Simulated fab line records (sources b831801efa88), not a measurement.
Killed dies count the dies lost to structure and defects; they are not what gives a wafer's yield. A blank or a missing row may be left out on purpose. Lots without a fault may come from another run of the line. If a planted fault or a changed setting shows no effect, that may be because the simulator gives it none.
The tool behind it: which one? | flow sky130 | Sampling: 12 lots, 36 wafers, 3 of 708 route steps

## WHAT THE GAUGES SHOWED, per wafer
SKY_LOCAL_INTERCONNECT_OVL_MEAS_12.
lot  | measured     | on         | LOCAL_INTERCONNECT_OVL (nm)
L684 | day 31 14:40 | overlay-01 | 1 -2 -1
L685 | day 31 15:22 | overlay-01 | -10 -7 -14
L687 | day 32 17:26 | overlay-01 | 2 -3 -2
L686 | day 32 18:40 | overlay-02 | -3 -7 -9
L689 | day 32 20:37 | overlay-02 | 2 -5 5
L688 | day 33 08:40 | overlay-02 | 0 0 -2
L690 | day 33 18:34 | overlay-01 | -3 0 -6
L698 | day 35 15:58 | overlay-01 | -10 -9 -6
L701 | day 36 09:11 | overlay-01 | 0 -13 -7
L705 | day 37 09:04 | overlay-02 | 1 2 -10
L706 | day 37 13:16 | overlay-01 | -9 -11 -6
L707 | day 37 17:23 | overlay-02 | -3 0 0

SKY_METAL1_CD_MEAS_15 targets a cd of 140 nm.
lot  | measured     | on       | cdNm (nm)
L684 | day 33 23:06 | cdSem-01 | 140.4 140.1 139.8
L685 | day 33 23:56 | cdSem-01 | 139.3 140.2 139.0
L687 | day 34 23:49 | cdSem-02 | 138.3 138.7 138.5
L686 | day 35 01:39 | cdSem-02 | 140.9 141.7 140.9
L689 | day 35 05:17 | cdSem-01 | 142.2 142.5 141.6
L688 | day 35 17:00 | cdSem-01 | 140.9 139.7 140.7
L690 | day 36 01:48 | cdSem-01 | 140.7 140.7 140.3
L698 | day 37 21:28 | cdSem-01 | 141.6 140.2 138.7
L701 | day 38 16:21 | cdSem-01 | 139.2 140.0 140.3
L705 | day 39 13:51 | cdSem-02 | 136.7 137.0 137.4
L706 | day 39 18:54 | cdSem-02 | 142.1 141.3 140.8
L707 | day 39 22:24 | cdSem-01 | 138.8 140.1 139.1

## WHICH TOOL RAN EACH LOT (tool, then ch and the chambers of the sampled wafers, then the start)
lot  | SKY_METAL1_SPUTTER_04
L684 | pvdSputter-04, day 32 21:28
L685 | pvdSputter-02, day 32 22:07
L687 | pvdSputter-02, day 33 20:58
L686 | pvdSputter-02, day 33 22:40
L689 | pvdSputter-02, day 34 01:31
L688 | pvdSputter-02, day 34 13:32
L690 | pvdSputter-03, day 35 00:26
L698 | pvdSputter-04, day 36 20:13
L701 | pvdSputter-03, day 37 14:07
L705 | pvdSputter-04, day 38 13:37
L706 | pvdSputter-03, day 38 18:12
L707 | pvdSputter-04, day 38 22:04
- SKY_METAL1_SPUTTER_04: material TiN, target thk 70 nm, time 58.3 s.

## AS READ BY THE TOOLS THEMSELVES (means over the sampled wafers that have a number; for cases with no such wafer, the mark the record gives instead)
SKY_METAL1_SPUTTER_04.
lot  | tool          | throttleValvePct (%)
L684 | pvdSputter-04 | 30.3
L685 | pvdSputter-02 | 31.3
L687 | pvdSputter-02 | 30.7
L686 | pvdSputter-02 | 30.9
L689 | pvdSputter-02 | 31.4
L688 | pvdSputter-02 | 30.9
L690 | pvdSputter-03 | 30.5
L698 | pvdSputter-04 | 30.2
L701 | pvdSputter-03 | 29.7
L705 | pvdSputter-04 | 30.4
L706 | pvdSputter-03 | 30.5
L707 | pvdSputter-04 | 30.2

## THE ANSWER, worked out from the rows above alone
Rule: the usual values come from the lots themselves. The widest of any qualifying gaps counts: lots, ordered by their means at a reading, are off when they make up no more than a third of the lots, leave a main group of 4 or more, and stand apart from it by 3 or more times the standard deviation of that group's means. If all means in a main group match to the digits the tables above print for the reading, that group is not used. A lot without any number at a reading at which 4 lots or more have one is off too. Any other lot the step has rows for is counted as sound. First the gauges in route order, then the tools' own readings, where a lot's mean is used as printed above. At the first step where some lot is off, the reading lying furthest off is the one used; lots without a number count as furthest.
No lot is off at any reading shown: from this, nothing can be told.

## WHAT THE SIMULATOR PUT IN
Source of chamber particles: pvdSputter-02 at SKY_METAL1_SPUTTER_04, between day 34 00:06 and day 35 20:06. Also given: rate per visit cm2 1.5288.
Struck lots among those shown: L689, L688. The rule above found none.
